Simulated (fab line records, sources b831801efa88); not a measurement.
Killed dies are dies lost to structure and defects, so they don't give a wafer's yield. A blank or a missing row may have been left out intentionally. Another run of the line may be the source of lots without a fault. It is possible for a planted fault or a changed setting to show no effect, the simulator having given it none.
Problem report in the 8D (eight disciplines) form, filled by code | flow sfq line | the parts of the form that need people (team, actions taken, sign-off) are left out

1. THE ISSUE
Across 3 wafers from 2 lots, M3_NB_RS at SFQ_M3_RS_MEAS_919 averages 1.174 ohm/sq, while fault-free wafers read 0.892 ohm/sq with a standard deviation of 0.012. Relative to the usual mean, that is a shift of +23 standard deviations.
The step: measures by four-point-probe.
Earliest sighting: wafer L454.6 on film metro-04 at day 42 01:28. Wafers with a number at this step in the record: 42, from 14 lots. By rule, "out" or "out of limits" means more than 4 standard deviations away from the usual mean. All remaining wafers that have a number are taken as sound.

2. WHAT IT IS AND WHAT IT IS NOT
question                    | is                     | is not
which readings at this step | M3_NB_RS               | -
which lots                  | L454, L456             | L443, L444, L445, L446, L447, L449, L453, L458, L461, L463, L464, L466
which wafers of those lots  | L454.6, L456.1, L456.6 | L454.3, L454.5, L456.2
read on which gauges        | film metro-04          | film metro-02, film metro-03
when                        | from day 42 01:28      | up to then (23 sound wafers); but 16 sound wafers of L456, L458, L461, L463, L464, L466 came after

3. THE SUSPECTS, EACH WITH WHAT RULES IT OUT
Counting: if a tool at a process step up to the reading ran every lot that is out, it stays a suspect. Sound lots after the first of them don't rule it out here, since some wafers of a struck lot are sound.
- the gauge at SFQ_M3_RS_MEAS_919: ruled out. All the wafers that are out were read on film metro-04, but those of them that SFQ_TRILAYER_M3_ETCH_METAL_ETCH_078 has rows for are out there too, on other tools.
- pvd sputter-04 at SFQ_TRILAYER_M3_DEP_SPUTTER_073 (material Nb, target thk 200 nm, time 133.3 s): kept. Ran every lot that is out, first one L454 (day 42 01:20); last sound lot up to then L449 (day 39 15:04).
Remaining after the count: pvd sputter-04 at SFQ_TRILAYER_M3_DEP_SPUTTER_073.

4. THE CAUSE (what the simulator had put in)
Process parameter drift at SFQ_TRILAYER_M3_DEP_SPUTTER_073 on pvd sputter-04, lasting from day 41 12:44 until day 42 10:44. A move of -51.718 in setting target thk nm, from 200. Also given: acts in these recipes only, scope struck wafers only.
After counting, this tool was the only one left.

5. THE CHAIN OF EFFECTS, in route order
Each row: a reading where the mean over the struck wafers with a number is more than 3 standard deviations away from the usual. Only readings whose record carries a usual standard deviation are examined. hours: median over the lots of the time between each lot's start at the first step of this table that gives one and its start at this step. sigmas: the change, counted in usual standard deviations.
hours | step                                | reading        | usual        | on struck wafers | change | sigmas
0     | SFQ_M3_RS_MEAS_919                  | M3_NB_RS       | 0.892 ohm/sq | 1.174            | +0.282 | +23
145   | SFQ_TRILAYER_M3_ETCH_METAL_ETCH_078 | oes product au | 0.894 a.u.   | 0.772            | -0.122 | -15
Its process steps:
- SFQ_TRILAYER_M3_ETCH_METAL_ETCH_078: etches Nb in Cl2/Ar, stops on SiO2, target depth 240 nm, time 120 s.

6. HOW IT WOULD HAVE BEEN CAUGHT EARLIER
The first out-of-limits reading at a measuring or inspecting step in this record came at day 42 01:28, 13 hours after the fault's start at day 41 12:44.
Of the tool readings at SFQ_TRILAYER_M3_DEP_SPUTTER_073 for which the record gives a usual standard deviation, none was out on any struck wafer, so an alarm limit of 4 standard deviations on them would not have fired.
Lots out: 2; of these, L456 started SFQ_TRILAYER_M3_DEP_SPUTTER_073 on pvd sputter-04 after day 42 01:28. A tool hold placed at that time would have kept it from harm.
